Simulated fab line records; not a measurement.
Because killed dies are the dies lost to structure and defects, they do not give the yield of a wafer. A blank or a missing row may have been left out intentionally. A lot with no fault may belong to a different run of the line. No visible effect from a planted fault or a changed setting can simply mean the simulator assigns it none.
A lot that was struck, set against a sound lot || flow sky130 || 15 steps out of a route of 708
Sound: these wafers, L444.1, L444.2, L444.3. Struck: wafer L454.4. (L454.2, L454.6 of the same lot were not struck and are left out.) The cause comes at the end.
For every step that has rows: the tool of each side, followed by ch and its chambers, followed by its first start. Under that, the readings that differ: sound wafers || struck wafers || difference of the means || sigmas: that difference in standard deviations of wafers without a fault.
alike: words and numbers the same on both sides, and readings whose means are apart by under 2 such deviations; not compared: readings that were withheld, readings missing a value for some wafer, numbers with overlapping values and no deviation given by the record, and bounds like >300 which may hide the same value.
Wherever a step has rows on one side only, a row that says differs or no value, or a row with sigmas, the two part there. Numbers that don't overlap but have no deviation are shown without sigmas and don't part them. A reading that every wafer of one side lacks parts them only if that side has two wafers or more.

first, 3 steps without rows for these wafers: SKY_METAL1_EXPOSE_12 (exposes mask MM1, target cd 140 nm); SKY_METAL1_PEB_13; SKY_METAL1_DEVELOP_14 (develop time 60 s).
SKY_METAL1_CD_MEAS_15: the cd target is 140 nm.
  sound on cd sem-02, day 32 20:35; struck on cd sem-02, day 36 06:42
  alike: cd nm
SKY_METAL1_OVL_MEAS_16:
  sound on overlay-02, day 32 20:42; struck on overlay-02, day 36 06:49
  alike: METAL1_OVL
SKY_METAL1_DESCUM_17: chemistry O2, time 8 s.
  sound on rie metal-02 ch 0,1, day 32 20:44; struck on rie metal-02 ch 0, day 36 06:50
  alike: drypump motor current A, oes product au, temp c
  not compared: rf hours counter h
SKY_METAL1_ETCH_18: etches BARC in N2/H2, stops on SiO2, time 45.9 s, target depth 60 nm.
  sound on rie metal-02 ch 0,1, day 32 20:46; struck on rie metal-02 ch 0, day 36 06:53
  alike: drypump motor current A, oes product au, throttle valve pct
  not compared: rf hours counter h
SKY_METAL1_METAL_ETCH_19: etches the open film in Cl2/BCl3, stops on SiO2, target depth 360 nm, time 78 s.
  sound on rie metal-02 ch 0,1, day 32 20:50; struck on rie metal-02 ch 0, day 36 06:56
  alike: drypump motor current A, oes product au, throttle valve pct
  not compared: rf hours counter h
SKY_METAL1_STRIP_20: strips in O2/N2.
  sound on plasma asher-03 ch 0,1, day 32 20:55; struck on plasma asher-03 ch 1, day 36 07:02
  alike: drypump motor current A, o2 flow sccm, oes product au, strip time to endpoint s
  not compared: rf hours counter h
then, 3 steps without rows for these wafers: SKY_METAL1_STRIP_21 (strips in post etch residue remover, time 1200 s); SKY_METAL1_CLEAN_22 (cleans in IPA, time 180 s); SKY_METAL1_CLEAN_23 (cleans in O3/DIW).
SKY_VIA1_HDPCVD_00: deposits SiO2, target thk 1030 nm, time 171.7 s.
  sound on hdpcvd-02 ch 0,1,2, day 32 21:34; struck on hdpcvd-02 ch 2, day 36 07:38
{"reading": "run length s (s)", "sound": "199.4 198.5 199.5", "struck": 182.9, "difference": -16.2, "sigmas": -31}
{"reading": "model.SiO2_of_VIA1_HDPCVD_00.thk nm (nm)", "sound": "1039 1021 1025", "struck": 925.9, "difference": -102.4, "sigmas": ""}
SKY_VIA1_THK_MEAS_01:
  sound on film metro-01, day 32 21:40; struck on film metro-03, day 36 07:45
{"reading": "VIA1_HDPCVD_THK (nm)", "sound": "1039 1022 1025", "struck": 926, "difference": -103, "sigmas": -10}
SKY_VIA1_CMP_02: polishes SiO2.
  sound on cmp-01 ch 0,1,3, day 32 21:44; struck on cmp-02 ch 0, day 36 07:51
  alike: motor current A, platen rpm, slurry filter dp kPa

WHERE THEY PART
Last at SKY_VIA1_THK_MEAS_01 as far as this record goes, first at SKY_VIA1_HDPCVD_00. Later steps at which nothing parts them and some readings are alike: SKY_VIA1_CMP_02.

WHY: whatever the simulator had introduced
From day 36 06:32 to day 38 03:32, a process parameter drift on hdpcvd-02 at SKY_VIA1_HDPCVD_00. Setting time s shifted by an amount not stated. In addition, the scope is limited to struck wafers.
